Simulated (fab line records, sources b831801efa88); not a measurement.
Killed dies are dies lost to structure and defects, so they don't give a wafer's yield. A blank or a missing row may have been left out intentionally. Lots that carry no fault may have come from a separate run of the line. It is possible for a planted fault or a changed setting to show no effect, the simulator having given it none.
A lot that was struck, set against a sound lot :: flow sky130 :: 17 steps out of a route of 708
Sound: the wafers L961.1, L961.3, L961.4. Struck: wafers L965.1, L965.4. (L965.2 of the same lot was not struck and is left out.) The cause comes at the end.
Order at every step that has rows: each side's tool, ch and its chambers, its first start. Under that, the readings that differ: sound wafers :: struck wafers :: difference of the means :: sigmas: that difference in standard deviations of wafers without a fault.
alike: a reading whose means differ by less than 2 such deviations, as well as words and numbers matching on both sides. not compared: withheld readings; readings where some wafer has no value; bounds like >300 that might hide an equal value; numbers whose values overlap and for which the record gives no deviation.
A row with sigmas, a row that says differs or no value, or rows on one side alone: a step with any of these is where the two part. Numbers that have no deviation but don't overlap get no sigmas and don't part them. A reading missing from all wafers of one side parts the sides only when that side holds two or more wafers.

SKY_METAL2_THK_MEAS_06: measures by xrf.
  sound on film_metro-01 at day 34 18:35; struck on film_metro-01 at day 36 04:51
  alike: METAL2_ALCU_THK
then, 8 steps without rows for these wafers: SKY_METAL2_DEHYDRATE_07 (time 60 s); SKY_METAL2_HMDS_08 (prime time 60 s); SKY_METAL2_COAT_09 (resist thk 60 nm); SKY_METAL2_COAT_10 (resist thk 450 nm); SKY_METAL2_SOFTBAKE_11 (time 90 s); SKY_METAL2_EXPOSE_12 (exposes mask MM2, target cd 140 nm); SKY_METAL2_PEB_13; SKY_METAL2_DEVELOP_14 (develop time 60 s).
SKY_METAL2_CD_MEAS_15 targets a cd of 140 nm.
  sound on cd_sem-02 at day 35 20:34; struck on cd_sem-01 at day 37 07:18
  alike: cd_nm
SKY_METAL2_OVL_MEAS_16:
  sound on overlay-01 at day 35 20:41; struck on overlay-01 at day 37 07:25
  alike: METAL2_OVL
SKY_METAL2_DESCUM_17: chemistry O2, time 8 s.
  sound on rie_metal-04 ch 0,1, day 35 20:44; struck on rie_metal-04 ch 1, day 37 07:27
  alike: drypump_motor_current_A, he_backside_leak_sccm, oes_product_au
  not compared: rf_hours_counter_h
SKY_METAL2_ETCH_18: etches BARC in N2/H2, stops on SiO2, time 45.9 s, target depth 60 nm.
  sound on rie_metal-04 ch 0,1, day 35 20:46; struck on rie_metal-04 ch 1, day 37 07:29
reading: oes_product_au (a.u.)
sound: 0.855 0.851 0.862
struck: 0.735 0.732
difference: -0.122
sigmas: -27

reading: model.KrF-thick_of_METAL2_COAT_10.thk_nm (nm)
sound: 393.4 392 394.8
struck: 408 409.3
difference: +15
sigmas: 

reading: model.etch.depth_nm (nm)
sound: 59.93 59.73 59.88
struck: 45.25 44.55
difference: -14.95
sigmas: 
  alike: drypump_motor_current_A, h2_flow_sccm, he_backside_leak_sccm, throttle_valve_pct
  not compared: rf_hours_counter_h, model.METAL2.cd_nm
SKY_METAL2_METAL_ETCH_19: etches the open film in Cl2/BCl3, stops on SiO2, target depth 360 nm, time 78 s.
  sound on rie_metal-04 ch 0,1, day 35 20:49; struck on rie_metal-04 ch 1, day 37 07:33
reading: model.KrF-thick_of_METAL2_COAT_10.thk_nm (nm)
sound: 160.6 163.5 164.9
struck: 175.5 178.3
difference: +13.9
sigmas: 

reading: model.METAL2.cd_nm (nm)
sound: 141.7 140.6 141.2
struck: 144.8 144.4
difference: +3.4
sigmas: 
  alike: bcl3_flow_sccm, drypump_motor_current_A, he_backside_leak_sccm, oes_product_au, throttle_valve_pct
  not compared: rf_hours_counter_h
SKY_METAL2_STRIP_20: strips in O2/N2.
  sound on plasma_asher-01 ch 0,1, day 35 20:55; struck on plasma_asher-02 ch 0, day 37 07:38
reading: drypump_motor_current_A (A)
sound: 4.9 5.5 4.9
struck: 6.2 6.2
difference: +1.1
sigmas: +2

reading: strip_time_to_endpoint_s (s)
sound: 2.71 2.73 2.77
struck: 2.87 2.91
difference: +0.15
sigmas: +4
  alike: oes_product_au
  not compared: rf_hours_counter_h
then, 1 step without rows for these wafers: SKY_METAL2_STRIP_21 (strips in post etch residue remover, time 1200 s).
-- the record jumps here: 10 days lie between the struck wafers' starts before and after (it left off in module METAL2 and takes up again in module PAD_OPEN, whose first step shown is number 708 of the route) --
SKY_PAD_OPEN_PROBE_99:
  sound on prober-02 at day 46 07:49; struck on prober-02 at day 47 13:40
reading: model.etest.tester.sort_n_pass
sound: 430 419 405
struck: 3 2
difference: -416
sigmas: 

reading: model.etest.tester.sort_bin_3_pct (%)
sound: 0.4065 1.016 1.626
struck: 84.55 80.28
difference: +81.40
sigmas: 

reading: model.etest.tester.sort_yield_pct (%)
sound: 87.4 85.16 82.32
struck: 0.6098 0.4065
difference: -84.4518
sigmas: 

reading: model.etest.licon_high_po.short
sound: 0 0 0
struck: 1 1
difference: +1
sigmas: 

reading: model.etest.met4_comb.over_limit
sound: 0 0 0
struck: 1 1
difference: +1
sigmas: 

reading: model.etest.cap_mim.short
sound: 0 0 0
struck: 1 1
difference: +1
sigmas: 

reading: model.etest.via1_chain.short
sound: 0 0 0
struck: 1 1
difference: +1
sigmas: 

reading: model.etest.pfet_01v8_lvt.over_limit
sound: 0 0 0
struck: 1 1
difference: +1
sigmas: 
  alike: defect_limited_yield, killed_at_M0_to_M3, killed_at_M4_up, killed_at_contacts, killed_at_front_end, killed_at_other, killed_dies, killed_open, killed_short

## WHERE THEY PART
Last at SKY_METAL2_STRIP_20 as far as this record goes, first at SKY_METAL2_ETCH_18. Later steps at which nothing parts them and some readings are alike: SKY_PAD_OPEN_PROBE_99.

WHY: the cause the simulator had injected
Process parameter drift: rie_metal-04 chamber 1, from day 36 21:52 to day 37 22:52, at SKY_METAL2_ETCH_18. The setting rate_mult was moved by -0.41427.
